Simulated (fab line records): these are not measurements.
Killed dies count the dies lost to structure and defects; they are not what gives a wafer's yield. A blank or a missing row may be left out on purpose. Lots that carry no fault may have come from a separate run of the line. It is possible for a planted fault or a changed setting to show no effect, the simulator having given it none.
Struck lot and sound lot, side by side | flow gf180mcu | 15 out of 602 route steps
Sound: wafers L511.2, L511.3, L511.4. Struck: wafer L507.5. (L507.2 of the same lot was not struck and is left out.) The cause comes at the end.
Order at every step that has rows: each side's tool, ch and its chambers, its first start. Under that, the readings that differ: sound wafers | struck wafers | difference of the means | sigmas: that difference in standard deviations of wafers without a fault.
alike: words and numbers the same on both sides, and readings whose means are apart by under 2 such deviations; not compared: readings that were withheld, readings missing a value for some wafer, numbers with overlapping values and no deviation given by the record, and bounds like >300 which may hide the same value.
Wherever a step has rows on one side only, a row that says differs or no value, or a row with sigmas, the two part there. Numbers that don't overlap but have no deviation are shown without sigmas and don't part them. A reading missing from all wafers of one side parts the sides only when that side holds two or more wafers.

GF_V2_OVL_MEAS_15:
  sound on overlay-01, day 27 09:49; struck on overlay-02, day 26 03:26
  alike: V2_OVL
GF_V2_ETCH_16: etches BARC in N2/H2.
  sound on rie diel-02 ch 0,1,3, day 27 09:51; struck on rie diel-03 ch 3, day 26 03:28
  alike: drypump motor current A, n2 flow sccm, oes product au, throttle valve pct
GF_V2_ETCH_17: etches SiO2 in C4F8/O2/Ar, stops on TiN, target depth 630 nm.
  sound: rie diel-02 ch 0,1,3; struck: rie diel-03 ch 3
  alike: oes product au
GF_V2_STRIP_18: strips in O2/N2.
  sound on plasma asher-02 ch 0,1, day 27 09:59; struck on plasma asher-04 ch 1, day 26 03:36
  reading            | sound       | struck | difference | sigmas
  heater power w (W) | 313 310 314 | 381    | +69        | +2
  alike: drypump motor current A, n2 flow sccm, oes product au
  not compared: rf hours counter h
then, 2 steps without rows for these wafers: GF_V2_STRIP_19 (strips in post etch residue remover, time 1200 s); GF_V2_CLEAN_20 (cleans in DIW).
GF_V2_SPUTTER_21: material Ti, target thk 15 nm, time 80.02 s.
  sound on pvd sputter-01, day 27 10:31; struck on pvd sputter-04, day 26 04:08
  alike: substrate temp c, throttle valve pct
GF_V2_SPUTTER_22: material TiN, target thk 10 nm, time 40 s.
  sound on pvd sputter-01, day 27 10:35; struck on pvd sputter-04, day 26 04:12
  alike: throttle valve pct
then, 1 step without rows for these wafers: GF_V2_CVD_23 (deposits W, target thk 350 nm, time 104.94 s).
GF_V2_RS_MEAS_24: a four-point-probe measurement.
  sound on film metro-01, day 27 10:45; struck on film metro-02, day 26 04:22
  alike: V2_W_RS
GF_V2_THK_MEAS_25: measures by xrf.
  sound on film metro-01, day 27 10:52; struck on film metro-02, day 26 04:29
  alike: V2_W_THK
then, 1 step without rows for these wafers: GF_V2_CMP_26 (polishes, stops on SiO2, t overpolish 15 s, target thk 0 nm).
GF_M3_SPUTTER_00: material Ti, target thk 37.5 nm, time 150 s.
  sound on pvd sputter-04, day 27 11:13; struck on pvd sputter-01, day 26 04:50
  reading                               | sound             | struck | difference | sigmas
  model.Ti_of_M3_SPUTTER_00.thk nm (nm) | 38.55 38.37 38.08 | 33.24  | -5.09      |
  alike: substrate temp c, throttle valve pct
then, 2 steps without rows for these wafers: GF_M3_SPUTTER_01 (material TiN, target thk 30 nm, time 25 s); GF_PASSIVATION_PROBE_99.

== WHERE THEY PART ==
At GF_V2_STRIP_18 and nowhere else, as far as this record goes. Later steps at which nothing parts them and some readings are alike: GF_V2_SPUTTER_21, GF_V2_SPUTTER_22, GF_V2_RS_MEAS_24, GF_V2_THK_MEAS_25, GF_M3_SPUTTER_00.

WHY: what had been put in by the simulator
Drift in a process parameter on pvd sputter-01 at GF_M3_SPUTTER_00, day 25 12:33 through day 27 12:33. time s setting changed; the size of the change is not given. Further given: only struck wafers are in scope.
